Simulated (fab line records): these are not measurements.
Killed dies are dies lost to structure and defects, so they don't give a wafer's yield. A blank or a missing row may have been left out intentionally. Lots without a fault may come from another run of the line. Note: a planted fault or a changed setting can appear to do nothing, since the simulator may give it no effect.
Which tool did it?    flow gf180mcu    6 lots, 17 wafers sampled, at 3 steps of a route of 602

WHAT THE GAUGES READ, wafer by wafer
GF_VT_IMPLANT_RS_MEAS_47: measurement is done with a four-point probe.
lot   measured      on             NWELL_RS (ohm/sq)
L718  day 7 22:51   film metro-01  487.0 486.1 487.0
L721  day 8 17:54   film metro-01  486.4 487.4 486.9
L723  day 9 18:38   film metro-04  485.8 486.2 486.3
L726  day 10 11:50  film metro-03  489.6 487.8 488.4
L728  day 10 20:47  film metro-03  487.8 489.6 488.2
L734  day 12 12:20  film metro-01  488.0 547.3

WHICH TOOL RAN EACH LOT (tool, then ch and the chambers of the sampled wafers, then the start)
lot   GF_NWELL_IMPLANT_08             GF_MVSD_STRIP_10
L718  implanter-03 ch 0, day 3 13:16  plasma asher-03 ch 0,1, day 4 17:04
L721  implanter-01 ch 0, day 4 04:59  plasma asher-01 ch 0,1, day 5 10:02
L723  implanter-03 ch 0, day 4 23:52  plasma asher-01 ch 0,1, day 6 06:53
L726  implanter-03 ch 0, day 5 12:53  plasma asher-04 ch 0,1, day 6 20:29
L728  implanter-01 ch 0, day 5 21:20  plasma asher-03 ch 0,1, day 7 04:39
L734  implanter-01 ch 0, day 7 04:43  plasma asher-04 ch 0,1, day 8 15:10
- GF_NWELL_IMPLANT_08
- GF_MVSD_STRIP_10: strips in O2/N2.

THE ANSWER, worked out from the rows above alone
Rule: usual is defined by the lots themselves. Put in order of their means at a reading, lots are off if they are a third of the lots or fewer, leave a main group of 4 or more, and stand apart from it by a gap of 3 or more times the standard deviation of the main group's means; of several such gaps the widest counts. If all means in a main group match to the digits the tables above print for the reading, that group is not used. A lot without any number at a reading at which 4 lots or more have one is off too. Any other lot the step has rows for is counted as sound.
Off: at GF_VT_IMPLANT_RS_MEAS_47 (NWELL_RS), L734. The main group: mean 487.4 ohm/sq, standard deviation 1.
If a tool, at a process step before that reading, ran all the lots that are off and no sound lot after the first of them, it fits. Those tools and the gauges at GF_VT_IMPLANT_RS_MEAS_47 are tried in the same way. Can't be told from this: 3 tools fit, implanter-01 at GF_NWELL_IMPLANT_08, plasma asher-04 at GF_MVSD_STRIP_10, film metro-01 at GF_VT_IMPLANT_RS_MEAS_47.

WHAT THE SIMULATOR HAD PUT IN
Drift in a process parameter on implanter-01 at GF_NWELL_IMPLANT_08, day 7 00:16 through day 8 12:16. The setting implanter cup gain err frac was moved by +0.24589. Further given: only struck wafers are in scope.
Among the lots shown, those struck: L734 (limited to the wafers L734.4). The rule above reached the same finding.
